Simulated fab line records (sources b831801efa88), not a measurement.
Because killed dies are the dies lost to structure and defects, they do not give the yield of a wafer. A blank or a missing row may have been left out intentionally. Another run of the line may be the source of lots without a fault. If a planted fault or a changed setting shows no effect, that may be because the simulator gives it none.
Chamber matching / flow sfq_line / SFQ_TRILAYER_I7_CMP_CMP_184 on cmp-02 has 4 sister chambers
The step polishes SiO2. 8 wafers are shown with their chamber, then 7 later ones without.

== WAFERS WITH THEIR CHAMBER ==
wafer=L988.1; chamber=3; motor_current_A (A)=11.4; time_to_endpoint_s (s)=212
wafer=L992.4; chamber=1; motor_current_A (A)=10.3; time_to_endpoint_s (s)=226
wafer=L992.6; chamber=2; motor_current_A (A)=8.4; time_to_endpoint_s (s)=223
wafer=L993.3; chamber=2; motor_current_A (A)=7.5; time_to_endpoint_s (s)=221
wafer=L993.1; chamber=0; motor_current_A (A)=10.7; time_to_endpoint_s (s)=214
wafer=L993.4; chamber=1; motor_current_A (A)=10.3; time_to_endpoint_s (s)=210
wafer=L995.3; chamber=0; motor_current_A (A)=10.3; time_to_endpoint_s (s)=216
wafer=L995.4; chamber=3; motor_current_A (A)=11.7; time_to_endpoint_s (s)=209

== WAFERS WITHOUT THEIR CHAMBER ==
wafer=L995.5; motor_current_A (A)=9.9; time_to_endpoint_s (s)=221
wafer=L997.1; motor_current_A (A)=10.8; time_to_endpoint_s (s)=227
wafer=L997.2; motor_current_A (A)=10.5; time_to_endpoint_s (s)=231
wafer=L997.5; motor_current_A (A)=7.8; time_to_endpoint_s (s)=236
wafer=L105.2; motor_current_A (A)=7.8; time_to_endpoint_s (s)=210
wafer=L105.3; motor_current_A (A)=10.9; time_to_endpoint_s (s)=219
wafer=L105.5; motor_current_A (A)=8.2; time_to_endpoint_s (s)=221

== THE CHAMBER EACH PASSED THROUGH ==
wafer=L995.5; from the rows above=can't be placed: 1 or 0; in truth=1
wafer=L997.1; from the rows above=can't be placed: 1 or 0 or 3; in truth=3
wafer=L997.2; from the rows above=can't be placed: 1 or 0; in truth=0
wafer=L997.5; from the rows above=2; in truth=2
wafer=L105.2; from the rows above=2; in truth=2
wafer=L105.3; from the rows above=can't be placed: 0 or 1 or 3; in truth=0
wafer=L105.5; from the rows above=2; in truth=2
Correct placement for 3 of the 7. Cannot be placed on the basis of these rows: 4; the candidates contain the true chamber in 4. Placed wrongly: 0.
How it was worked out, from the rows above alone: a wafer's distance from a chamber is the root of the sum, over the readings, of the square of ((its reading less the chamber's mean) divided by the reading's scatter). If the next closest chamber is less than 2 further off than the closest, the wafer can't be placed; otherwise it belongs to the closest. Each chamber's mean is taken over the wafers shown for it. The scatter is the square root of a quotient: the sum, over the shown wafers, of each reading's squared deviation from its chamber's mean, divided by wafers minus chambers.
